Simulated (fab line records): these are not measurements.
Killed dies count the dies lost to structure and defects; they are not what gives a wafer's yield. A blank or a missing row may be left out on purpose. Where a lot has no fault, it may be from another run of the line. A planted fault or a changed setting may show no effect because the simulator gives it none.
fab line records	flow sky130
[record] lots = 24	wafers = 72	last_day = 50
route steps=708 shown FIELD_ISO@3 LDD_LDN@296 METAL1@439 VIA1@470 METAL2@501 METAL5@662
lots that met no fault: from a run of the same line without faults
start_h: hours from the record's opening day to when the first of the lot's shown wafers began	wait_h: time in hours since the lot's previous step	" as in the row above	L1.1+2: a row that stands for several wafers	- no value, or no start given	* or withheld: withheld	< > ~ a bound
route shown NAME@n: names a module that has steps shown in the file, with the first one's number in the route	usual: mean/standard deviation taken from wafers without a fault	same: alike in all rows	chamber/n: place in a boat	sites: the reading at each site	_std_site: the standard deviation of these	_edge_site: the outer-site mean with the inner-site mean subtracted	radius_mm: for every site, how far away it sits from the centre of the wafer	mask NAME#n: copy n	behind: the tool/chamber that last shaped the wafer	hold: cause of the lot's hold/its duration in hours/its outcome	device: which transistor (n, p or np) failed to switch	end of line: tests of these same wafers at the route's end	step lacking rows: just its recipe	killed: the dies lost at the first sort to structure and to defects; this is not the yield of the wafer	map: per-die view of a wafer (x killed, . not killed, _ where there is no die)
set.NAME: the run value of the setting; set.NAME@STEP: its run value at that earlier step	model.NAME: the simulator's own value behind a step, which no gauge read
the route's steps for a sample of lots (tables are steps, rows are wafers)
services: when a tool's chamber went out of use (start_h, in hours from the record's first day, below 0 if earlier), for how many hours, and the reason
[[steps]]
[step SKY_FIELD_ISO_THK_MEAS_02]
[recipe] reads = SiO2_of_FIELD_ISO_OXIDATION_01
[usual] FIELD_ISO_OXIDATION_00_THK = 11.97/0.24
lot.wafer	tool	chamber	start_h	wait_h	FIELD_ISO_OXIDATION_00_THK[nm]
L074.2	film_metro-01	-	11.64	0.0	12.32
L074.4	"	-	"	"	12.38
L074.5	"	-	"	"	12.32
L075.2	film_metro-01	-	17.26	0.0	11.78
L075.3	"	-	"	"	11.59
L075.5	"	-	"	"	11.97
L076.3	film_metro-03	-	22.63	0.0	12.10
L076.4	"	-	"	"	12.23
L076.6	"	-	"	"	12.30
L077.1	film_metro-01	-	27.31	0.0	12.00
L077.2	"	-	"	"	11.65
L077.6	"	-	"	"	11.93
L078.1	film_metro-01	-	31.63	0.0	12.03
L078.2	"	-	"	"	12.20
L078.3	"	-	"	"	12.14
L079.3	film_metro-02	-	38.00	0.0	12.03
L079.4	"	-	"	"	12.03
L079.5	"	-	"	"	11.94
L080.2	film_metro-01	-	41.64	0.0	11.71
L080.4	"	-	"	"	11.69
L080.6	"	-	"	"	11.79
L081.2	film_metro-02	-	47.26	0.0	12.12
L081.3	"	-	"	"	12.08
L081.4	"	-	"	"	12.19
L082.2	film_metro-01	-	51.90	0.0	11.76
L082.3	"	-	"	"	11.62
L082.4	"	-	"	"	11.79
L083.1	film_metro-03	-	57.65	0.0	11.67
L083.4	"	-	"	"	11.85
L083.5	"	-	"	"	11.69
L084.1	film_metro-01	-	62.03	0.0	11.66
L084.3	"	-	"	"	11.91
L084.4	"	-	"	"	11.86
L085.1	film_metro-01	-	67.35	0.0	11.74
L085.2	"	-	"	"	11.69
L085.4	"	-	"	"	11.74
L086.2	film_metro-01	-	72.91	0.0	11.96
L086.3	"	-	"	"	11.67
L086.6	"	-	"	"	11.76
L087.1	film_metro-01	-	77.32	0.0	11.54
L087.3	"	-	"	"	11.70
L087.6	"	-	"	"	11.87
L088.3	film_metro-01	-	82.44	0.0	11.97
L088.5	"	-	"	"	11.91
L088.6	"	-	"	"	11.84
L089.1	film_metro-01	-	87.07	0.0	12.12
L089.5	"	-	"	"	11.94
L089.6	"	-	"	"	11.89
L090.1	film_metro-01	-	91.63	0.0	11.65
L090.5	"	-	"	"	11.72
L090.6	"	-	"	"	11.84
L091.2	film_metro-03	-	97.49	0.0	11.65
L091.4	"	-	"	"	11.74
L091.6	"	-	"	"	11.74
L092.1	film_metro-03	-	101.73	0.0	12.23
L092.4	"	-	"	"	12.23
L092.5	"	-	"	"	12.39
L093.1	film_metro-02	-	106.63	0.0	12.42
L093.2	"	-	"	"	12.23
L093.3	"	-	"	"	11.99
L094.1	film_metro-01	-	111.63	0.0	12.33
L094.2	"	-	"	"	12.34
L094.4	"	-	"	"	12.30
L095.1	film_metro-03	-	117.82	0.0	12.14
L095.2	"	-	"	"	12.14
L095.6	"	-	"	"	12.09
L096.1	film_metro-03	-	121.63	0.0	12.49
L096.4	"	-	"	"	12.36
L096.6	"	-	"	"	12.32
L097.2	film_metro-03	-	126.71	0.0	11.96
L097.5	"	-	"	"	12.02
L097.6	"	-	"	"	12.05
[step SKY_LDD_LDN_OVL_MEAS_07]
[usual] LDD_LDN_OVL = 0.2/1.2
lot.wafer	tool	chamber	start_h	wait_h	LDD_LDN_OVL[nm]
L074.2	overlay-02	-	514.38	0.1	1.3
L074.4	"	-	"	"	2.6
L074.5	"	-	"	"	0.5
L075.2	overlay-02	-	533.54	0.1	-1.5
L075.3	"	-	"	"	-0.9
L075.5	"	-	"	"	-0.8
L076.3	overlay-01	-	537.51	0.1	-0.2
L076.4	"	-	"	"	-1.6
L076.6	"	-	"	"	-0.9
L077.1	overlay-01	-	544.84	0.1	-3.6
L077.2	"	-	"	"	-1.5
L077.6	"	-	"	"	-0.8
L078.1	overlay-01	-	553.20	0.1	0.7
L078.2	"	-	"	"	-0.2
L078.3	"	-	"	"	1.6
L079.3	overlay-02	-	566.95	0.1	-0.8
L079.4	"	-	"	"	-0.4
L079.5	"	-	"	"	-1.1
L080.2	overlay-02	-	578.31	0.1	0.1
L080.4	"	-	"	"	0.0
L080.6	"	-	"	"	-0.1
L081.2	overlay-01	-	587.23	0.1	0.6
L081.3	"	-	"	"	0.1
L081.4	"	-	"	"	-1.5
L082.2	overlay-02	-	597.13	0.1	1.6
L082.3	"	-	"	"	1.1
L082.4	"	-	"	"	-1.0
L083.1	overlay-01	-	603.77	0.1	0.4
L083.4	"	-	"	"	-0.7
L083.5	"	-	"	"	0.2
L084.1	overlay-01	-	606.72	0.1	0.0
L084.3	"	-	"	"	-0.5
L084.4	"	-	"	"	-1.9
L085.1	overlay-02	-	620.57	0.1	0.4
L085.2	"	-	"	"	-0.3
L085.4	"	-	"	"	0.1
L086.2	overlay-02	-	627.88	0.1	-0.7
L086.3	"	-	"	"	0.0
L086.6	"	-	"	"	0.1
L087.1	overlay-01	-	638.59	0.1	1.5
L087.3	"	-	"	"	1.2
L087.6	"	-	"	"	4.1
L088.3	overlay-01	-	645.91	0.1	0.9
L088.5	"	-	"	"	1.6
L088.6	"	-	"	"	1.6
L089.1	overlay-01	-	647.74	0.1	0.5
L089.5	"	-	"	"	2.4
L089.6	"	-	"	"	1.9
L090.1	overlay-01	-	656.24	0.1	-0.9
L090.5	"	-	"	"	-0.2
L090.6	"	-	"	"	0.2
L091.2	overlay-01	-	665.59	0.1	-0.6
L091.4	"	-	"	"	0.1
L091.6	"	-	"	"	0.3
L092.1	overlay-01	-	673.35	0.1	0.9
L092.4	"	-	"	"	-1.9
L092.5	"	-	"	"	1.2
L093.1	overlay-01	-	678.29	0.1	1.2
L093.2	"	-	"	"	-1.0
L093.3	"	-	"	"	0.4
L094.1	overlay-01	-	684.22	0.1	-0.7
L094.2	"	-	"	"	0.5
L094.4	"	-	"	"	0.5
L095.1	overlay-02	-	694.80	0.1	2.1
L095.2	"	-	"	"	1.3
L095.6	"	-	"	"	0.4
L096.1	overlay-02	-	699.05	0.1	-0.3
L096.4	"	-	"	"	-1.2
L096.6	"	-	"	"	-1.2
L097.2	overlay-02	-	706.36	0.1	1.1
L097.5	"	-	"	"	-1.6
L097.6	"	-	"	"	-1.8
[step SKY_METAL1_RS_MEAS_05]
[recipe] thk_meas_gauge = four-point-probe	reads = TiN_of_METAL1_SPUTTER_04+Ti_of_METAL1_SPUTTER_03+AlCu_of_METAL1_SPUTTER_02+TiN_of_METAL1_SPUTTER_01+Ti_of_METAL1_SPUTTER_00
[usual] METAL1_ALCU_RS = 0.1270/0.0013
lot.wafer	tool	chamber	start_h	wait_h	METAL1_ALCU_RS[ohm/sq]
L074.2	film_metro-04	-	726.14	0.0	0.1297
L074.4	"	-	"	"	0.1289
L074.5	"	-	"	"	0.1304
L075.2	film_metro-04	-	742.30	0.0	0.1290
L075.3	"	-	"	"	0.1293
L075.5	"	-	"	"	0.1287
L076.3	film_metro-04	-	745.91	0.1	0.1255
L076.4	"	-	"	"	0.1264
L076.6	"	-	"	"	0.1267
L077.1	film_metro-01	-	751.60	0.0	0.1261
L077.2	"	-	"	"	0.1264
L077.6	"	-	"	"	0.1269
L078.1	film_metro-03	-	760.18	0.0	0.1294
L078.2	"	-	"	"	0.1268
L078.3	"	-	"	"	0.1282
L079.3	film_metro-03	-	773.67	0.1	0.1265
L079.4	"	-	"	"	0.1251
L079.5	"	-	"	"	0.1261
L080.2	film_metro-03	-	785.18	0.0	0.1279
L080.4	"	-	"	"	0.1265
L080.6	"	-	"	"	0.1271
L081.2	film_metro-03	-	792.60	0.0	0.1270
L081.3	"	-	"	"	0.1273
L081.4	"	-	"	"	0.1259
L082.2	film_metro-03	-	803.25	0.0	0.1258
L082.3	"	-	"	"	0.1268
L082.4	"	-	"	"	0.1267
L084.1	film_metro-03	-	810.63	0.0	0.1265
L084.3	"	-	"	"	0.1268
L084.4	"	-	"	"	0.1257
L083.1	film_metro-01	-	813.19	0.0	0.1276
L083.4	"	-	"	"	0.1284
L083.5	"	-	"	"	0.1277
L085.1	film_metro-01	-	824.47	0.0	0.1269
L085.2	"	-	"	"	0.1255
L085.4	"	-	"	"	0.1255
L086.2	film_metro-01	-	831.60	0.0	0.1271
L086.3	"	-	"	"	0.1290
L086.6	"	-	"	"	0.1281
L087.1	film_metro-04	-	839.86	0.0	0.1240
L087.3	"	-	"	"	0.1252
L087.6	"	-	"	"	0.1266
L089.1	film_metro-01	-	848.29	0.0	0.1266
L089.5	"	-	"	"	0.1265
L089.6	"	-	"	"	0.1272
L088.3	film_metro-04	-	848.55	0.1	0.1277
L088.5	"	-	"	"	0.1277
L088.6	"	-	"	"	0.1289
L090.1	film_metro-04	-	857.38	0.0	0.1286
L090.5	"	-	"	"	0.1286
L090.6	"	-	"	"	0.1268
L091.2	film_metro-03	-	861.86	0.0	0.1268
L091.4	"	-	"	"	0.1289
L091.6	"	-	"	"	0.1292
L092.1	film_metro-03	-	874.93	0.0	0.1263
L092.4	"	-	"	"	0.1251
L092.5	"	-	"	"	0.1265
L093.1	film_metro-03	-	877.09	0.0	0.1270
L093.2	"	-	"	"	0.1268
L093.3	"	-	"	"	0.1263
L094.1	film_metro-03	-	884.67	0.0	0.1275
L094.2	"	-	"	"	0.1262
L094.4	"	-	"	"	0.1263
L095.1	film_metro-03	-	891.67	0.0	0.1252
L095.2	"	-	"	"	0.1262
L095.6	"	-	"	"	0.1260
L096.1	film_metro-04	-	895.55	0.0	0.1266
L096.4	"	-	"	"	0.1270
L096.6	"	-	"	"	0.1256
L097.2	film_metro-03	-	899.88	0.0	0.1283
L097.5	"	-	"	"	0.1284
L097.6	"	-	"	"	0.1288
[step SKY_VIA1_CD_MEAS_12]
[recipe] target_cd_nm = 150
[usual] cd_nm = 149.7/1.6
lot.wafer	tool	chamber	start_h	wait_h	cd_nm
L074.2	cd_sem-01	-	782.02	-	148.6
L074.4	"	-	"	"	148.4
L074.5	"	-	"	"	148.8
L075.2	cd_sem-01	-	800.64	-	148.6
L075.3	"	-	"	"	148.3
L075.5	"	-	"	"	146.7
L076.3	cd_sem-01	-	802.09	-	150.4
L076.4	"	-	"	"	151.4
L076.6	"	-	"	"	150.4
L077.1	cd_sem-01	-	806.69	-	150.6
L077.2	"	-	"	"	149.6
L077.6	"	-	"	"	151.2
L078.1	cd_sem-01	-	814.31	-	149.7
L078.2	"	-	"	"	149.1
L078.3	"	-	"	"	149.4
L079.3	cd_sem-01	-	828.54	-	150.8
L079.4	"	-	"	"	150.5
L079.5	"	-	"	"	150.7
L080.2	cd_sem-01	-	839.66	-	146.5
L080.4	"	-	"	"	147.7
L080.6	"	-	"	"	148.0
L081.2	cd_sem-01	-	847.87	-	149.5
L081.3	"	-	"	"	150.1
L081.4	"	-	"	"	149.5
L082.2	cd_sem-02	-	857.33	-	149.9
L082.3	"	-	"	"	149.9
L082.4	"	-	"	"	149.8
L084.1	cd_sem-02	-	865.34	-	152.1
L084.3	"	-	"	"	151.0
L084.4	"	-	"	"	152.3
L083.1	cd_sem-01	-	866.99	-	147.6
L083.4	"	-	"	"	148.0
L083.5	"	-	"	"	148.9
L085.1	cd_sem-02	-	878.56	-	148.2
L085.2	"	-	"	"	149.0
L085.4	"	-	"	"	150.2
L086.2	cd_sem-02	-	885.23	-	151.9
L086.3	"	-	"	"	152.2
L086.6	"	-	"	"	152.1
L087.1	cd_sem-02	-	893.05	-	150.5
L087.3	"	-	"	"	151.2
L087.6	"	-	"	"	151.8
L089.1	cd_sem-02	-	901.00	-	150.4
L089.5	"	-	"	"	149.5
L089.6	"	-	"	"	152.6
L088.3	cd_sem-01	-	901.69	-	149.3
L088.5	"	-	"	"	151.3
L088.6	"	-	"	"	148.9
L090.1	cd_sem-02	-	909.91	-	152.7
L090.5	"	-	"	"	152.5
L090.6	"	-	"	"	151.0
L091.2	cd_sem-01	-	914.01	-	149.4
L091.4	"	-	"	"	148.3
L091.6	"	-	"	"	147.4
L092.1	cd_sem-01	-	927.01	-	145.9
L092.4	"	-	"	"	147.2
L092.5	"	-	"	"	148.1
L093.1	cd_sem-02	-	930.40	-	149.8
L093.2	"	-	"	"	148.4
L093.3	"	-	"	"	151.0
L094.1	cd_sem-01	-	936.90	-	151.7
L094.2	"	-	"	"	152.0
L094.4	"	-	"	"	151.6
L095.1	cd_sem-01	-	943.20	-	149.9
L095.2	"	-	"	"	150.5
L095.6	"	-	"	"	151.6
L096.1	cd_sem-01	-	947.29	-	147.7
L096.4	"	-	"	"	147.6
L096.6	"	-	"	"	148.7
L097.2	cd_sem-01	-	951.81	-	149.8
L097.5	"	-	"	"	149.5
L097.6	"	-	"	"	150.0
[step SKY_METAL2_ETCH_18]
[recipe] chemistry = N2/H2	target = BARC	ion_energy_ev = 200	bias_w = 100	pressure_mtorr = 30	n2_flow_sccm = 100	h2_flow_sccm = 200	icp_w = 500	stop_on = SiO2	time_s = 45.9	target_depth_a = 600
[usual] drypump_motor_current_A = 5.7/0.38	h2_flow_sccm = 200.0/0.58	oes_product_au = 0.855/0.0046	throttle_valve_pct = 13.225/0.0094
[same] time_s = 45.9
lot.wafer	tool	chamber	start_h	wait_h	drypump_motor_current_A	h2_flow_sccm	oes_product_au	rf_hours_counter_h	throttle_valve_pct
L074.2	rie_metal-02	0	810.16	0.0	5.3	200.2	0.860	2	13.226
L074.4	"	1	"	"	5.6	200.4	0.846	-	13.235
L074.5	"	0	"	"	5.3	200.0	0.850	-	13.234
L075.2	rie_metal-04	1	829.03	0.0	6.4	200.1	0.853	1	13.221
L075.3	"	1	"	"	6.4	201.1	0.848	-	13.234
L075.5	"	0	"	"	5.7	199.7	0.853	-	13.245
L076.3	rie_metal-02	1	831.45	0.0	5.6	201.3	0.859	-	13.233
L076.4	"	0	"	"	5.3	199.7	0.855	-	13.226
L076.6	"	1	"	"	5.6	200.4	0.848	-	13.207
L077.1	rie_metal-02	1	834.81	0.0	5.6	200.2	0.860	9	13.222
L077.2	"	0	"	"	5.3	199.9	0.859	3	13.215
L077.6	"	0	"	"	5.3	200.0	0.857	-	13.227
L078.1	rie_metal-02	0	842.31	0.0	5.3	200.3	0.858	3	13.243
L078.2	"	1	"	"	5.6	199.8	0.848	9	13.223
L078.3	"	1	"	"	5.6	200.0	0.847	-	13.220
L079.3	rie_metal-03	0	856.33	0.0	5.2	200.0	0.856	-	13.205
L079.4	"	1	"	"	5.9	199.9	0.858	-	13.216
L079.5	"	1	"	"	5.9	201.1	0.853	-	13.232
L080.2	rie_metal-03	0	867.54	0.0	5.3	201.6	0.860	9	13.224
L080.4	"	0	"	"	5.3	200.5	0.863	-	13.222
L080.6	"	0	"	"	5.3	200.7	0.856	-	13.225
L081.2	rie_metal-02	0	875.28	0.0	5.3	199.4	0.851	4	13.222
L081.3	"	0	"	"	5.3	200.3	0.856	-	13.230
L081.4	"	1	"	"	5.6	200.1	0.850	-	13.225
L082.2	rie_metal-03	1	885.33	0.0	5.9	199.8	0.857	12	13.227
L082.3	"	0	"	"	5.3	201.1	0.855	-	13.216
L082.4	"	1	"	"	5.9	200.2	0.862	-	13.213
L084.1	rie_metal-03	0	893.14	0.0	5.3	200.0	0.855	10	13.233
L084.3	"	1	"	"	5.9	200.3	0.856	-	13.236
L084.4	"	0	"	"	5.3	198.7	0.849	-	13.230
L083.1	rie_metal-02	0	894.41	0.0	5.3	199.9	0.855	5	13.221
L083.4	"	0	"	"	5.3	198.9	0.852	-	13.225
L083.5	"	1	"	"	5.6	199.6	0.855	-	13.237
L085.1	rie_metal-03	0	906.31	0.0	5.3	199.6	0.860	11	13.221
L085.2	"	1	"	"	5.9	200.1	0.859	13	13.216
L085.4	"	1	"	"	5.9	199.8	0.859	-	13.232
L086.2	rie_metal-03	1	912.96	0.0	5.9	200.5	0.849	13	13.226
L086.3	"	0	"	"	5.3	199.6	0.851	-	13.223
L086.6	"	1	"	"	5.9	199.8	0.856	-	13.230
L087.1	rie_metal-03	0	919.93	0.0	5.2	199.6	0.851	12	13.223
L087.3	"	1	"	"	5.9	201.1	0.863	-	13.236
L087.6	"	1	"	"	5.9	200.7	0.851	-	13.223
L089.1	rie_metal-03	1	927.54	0.0	5.9	200.6	0.859	14	13.224
L089.5	"	0	"	"	5.3	200.4	0.852	-	13.231
L089.6	"	1	"	"	5.9	199.9	0.857	-	13.216
L088.3	rie_metal-04	1	928.48	0.1	6.4	200.3	0.857	-	13.225
L088.5	"	1	"	"	6.4	200.9	0.861	-	13.224
L088.6	"	1	"	"	6.4	200.2	0.857	-	13.220
L090.1	rie_metal-02	1	937.34	0.0	5.6	198.9	0.859	12	13.221
L090.5	"	1	"	"	5.6	199.6	0.856	-	13.227
L090.6	"	0	"	"	5.3	200.0	0.858	-	13.230
L091.2	rie_metal-03	1	941.46	0.0	5.9	199.5	0.859	15	13.226
L091.4	"	1	"	"	5.9	200.1	0.856	-	13.221
L091.6	"	0	"	"	5.2	200.3	0.856	-	13.216
L092.1	rie_metal-04	0	953.51	0.0	5.7	199.4	0.854	0	13.224
L092.4	"	0	"	"	5.7	199.4	0.853	-	13.231
L092.5	"	0	"	"	5.7	199.3	0.857	-	13.241
L093.1	rie_metal-02	1	956.86	0.0	5.6	199.0	0.852	14	13.206
L093.2	"	0	"	"	5.3	200.2	0.856	9	13.231
L093.3	"	0	"	"	5.3	199.8	0.845	-	13.231
L094.1	rie_metal-04	1	963.31	0.0	6.4	200.2	0.862	7	13.210
L094.2	"	0	"	"	5.7	200.5	0.850	1	13.233
L094.4	"	1	"	"	6.4	200.1	0.863	-	13.215
L095.1	rie_metal-02	1	969.28	0.0	5.6	198.8	0.858	14	13.240
L095.2	"	0	"	"	5.3	200.5	0.850	10	13.232
L095.6	"	0	"	"	5.3	200.5	0.855	-	13.236
L096.1	rie_metal-02	0	972.83	0.0	5.3	200.8	0.844	10	13.221
L096.4	"	0	"	"	5.3	200.8	0.850	-	13.251
L096.6	"	0	"	"	5.3	200.2	0.849	-	13.230
L097.2	rie_metal-04	0	977.30	0.0	5.7	199.0	0.854	2	13.234
L097.5	"	0	"	"	5.7	200.1	0.852	-	13.246
L097.6	"	1	"	"	6.4	200.5	0.869	-	13.212
[step SKY_METAL5_SPUTTER_01]
[recipe] material = TiN	target_thk_nm = 20	power_w = 6500	time_s = 16.7	chamber_pressure_pa = 0.4
[usual] cathode_dc_power_W = 6499.9/1.1	throttle_valve_pct = 30.1/1
[same] time_s = 16.7
lot.wafer	tool	chamber	start_h	wait_h	cathode_dc_power_W	throttle_valve_pct
L074.2	pvd_sputter-01	-	996.10	0.0	6500.2	30.6
L074.4	"	-	"	"	6500.5	31.5
L074.5	"	-	"	"	6500.5	31.8
L075.2	pvd_sputter-04	-	1014.96	0.0	6499.9	30.9
L075.3	"	-	"	"	6500.3	30.2
L075.5	"	-	"	"	6501.3	30.5
L076.3	pvd_sputter-01	-	1015.68	0.0	6501.6	29.0
L076.4	"	-	"	"	6499.9	30.8
L076.6	"	-	"	"	6501.1	31.1
L077.1	pvd_sputter-01	-	1018.58	0.0	6498.8	30.4
L077.2	"	-	"	"	6501.4	29.1
L077.6	"	-	"	"	6499.2	30.5
L078.1	pvd_sputter-04	-	1024.89	0.0	6500.3	30.9
L078.2	"	-	"	"	6499.8	30.4
L078.3	"	-	"	"	6501.6	30.9
L079.3	pvd_sputter-02	-	1037.86	0.0	6500.9	29.2
L079.4	"	-	"	"	6499.9	27.9
L079.5	"	-	"	"	6500.9	29.6
L080.2	pvd_sputter-01	-	1048.33	0.0	6500.8	30.9
L080.4	"	-	"	"	6499.9	30.0
L080.6	"	-	"	"	6500.7	29.2
L081.2	pvd_sputter-04	-	1054.93	0.0	6500.4	30.9
L081.3	"	-	"	"	6497.0	31.1
L081.4	"	-	"	"	6499.5	31.3
L082.2	pvd_sputter-01	-	1062.82	0.0	6500.1	30.7
L082.3	"	-	"	"	6502.5	30.2
L082.4	"	-	"	"	6499.2	29.1
L084.1	pvd_sputter-04	-	1068.56	0.0	6501.7	31.0
L084.3	"	-	"	"	6501.1	30.6
L084.4	"	-	"	"	6500.6	30.8
L083.1	pvd_sputter-02	-	1070.48	0.0	6500.2	30.5
L083.4	"	-	"	"	6498.5	29.4
L083.5	"	-	"	"	6498.7	30.3
L085.1	pvd_sputter-04	-	1078.78	0.0	6499.1	31.0
L085.2	"	-	"	"	6500.4	30.8
L085.4	"	-	"	"	6499.0	30.3
L086.2	pvd_sputter-02	-	1085.32	0.0	6498.0	29.4
L086.3	"	-	"	"	6500.5	27.9
L086.6	"	-	"	"	6500.3	29.3
L087.1	pvd_sputter-02	-	1090.67	0.0	6500.1	29.4
L087.3	"	-	"	"	6499.2	29.2
L087.6	"	-	"	"	6499.5	29.6
L089.1	pvd_sputter-01	-	1096.72	0.0	6499.0	31.8
L089.5	"	-	"	"	6500.9	30.9
L089.6	"	-	"	"	6498.5	29.2
L088.3	pvd_sputter-02	-	1097.81	0.0	6499.1	27.8
L088.5	"	-	"	"	6499.3	28.0
L088.6	"	-	"	"	6497.3	29.1
L090.1	pvd_sputter-02	-	1105.88	0.0	6497.8	29.9
L090.5	"	-	"	"	6498.7	27.8
L090.6	"	-	"	"	6501.5	29.5
L091.2	pvd_sputter-01	-	1108.48	0.0	6499.9	30.7
L091.4	"	-	"	"	6499.6	29.0
L091.6	"	-	"	"	6501.3	30.2
L092.1	pvd_sputter-01	-	1119.57	0.0	6499.0	30.7
L092.4	"	-	"	"	6499.1	29.1
L092.5	"	-	"	"	6500.7	30.8
L093.1	pvd_sputter-02	-	1120.82	0.0	6500.3	29.1
L093.2	"	-	"	"	6500.7	30.4
L093.3	"	-	"	"	6499.4	28.0
L094.1	pvd_sputter-04	-	1127.55	0.0	6500.6	31.1
L094.2	"	-	"	"	6500.5	30.9
L094.4	"	-	"	"	6499.3	30.2
L095.1	pvd_sputter-02	-	1130.76	0.0	6499.9	29.6
L095.2	"	-	"	"	6500.9	28.3
L095.6	"	-	"	"	6500.7	30.2
L096.1	pvd_sputter-01	-	1134.89	0.0	6498.3	31.6
L096.4	"	-	"	"	6498.2	30.3
L096.6	"	-	"	"	6501.0	30.5
L097.2	pvd_sputter-02	-	1136.51	0.0	6499.3	28.2
L097.5	"	-	"	"	6500.8	29.4
L097.6	"	-	"	"	6500.3	28.0
[[services]]
tool	chamber	start_h	hours	kind
pvd_sputter-02	-	789.61	2.8	repair
rie_metal-04	0	799.50	5.3	repair
pvd_sputter-01	-	801.59	0.9	repair
pvd_sputter-04	-	808.97	1.4	repair
pvd_sputter-04	-	816.75	6.7	repair
rie_metal-02	-	818.43	0.7	repair
pvd_sputter-01	1	820.58	-	consumable_replace:kit
rie_metal-03	1	838.38	15.3	repair
rie_metal-02	1	903.83	13.9	repair
pvd_sputter-02	-	929.54	5.4	repair
pvd_sputter-01	-	930.89	0.5	repair
rie_metal-03	-	941.99	1.4	pm
rie_metal-03	-	951.21	4.3	pm
rie_metal-02	1	985.15	4.3	repair
pvd_sputter-04	-	1001.93	8.5	repair
pvd_sputter-02	-	1011.57	13.5	repair
pvd_sputter-04	-	1049.64	4.0	repair
pvd_sputter-01	-	1094.35	1.6	repair
rie_metal-02	-	1104.46	0.9	repair
rie_metal-03	-	1107.02	2.1	repair
rie_metal-02	1	1131.23	-	clean
rie_metal-02	1	1131.23	-	consumable_replace:focus_ring
rie_metal-02	1	1131.23	17.0	scheduled_down
rie_metal-02	1	1131.23	17.0	vent_cycle
[[key]]
fault none
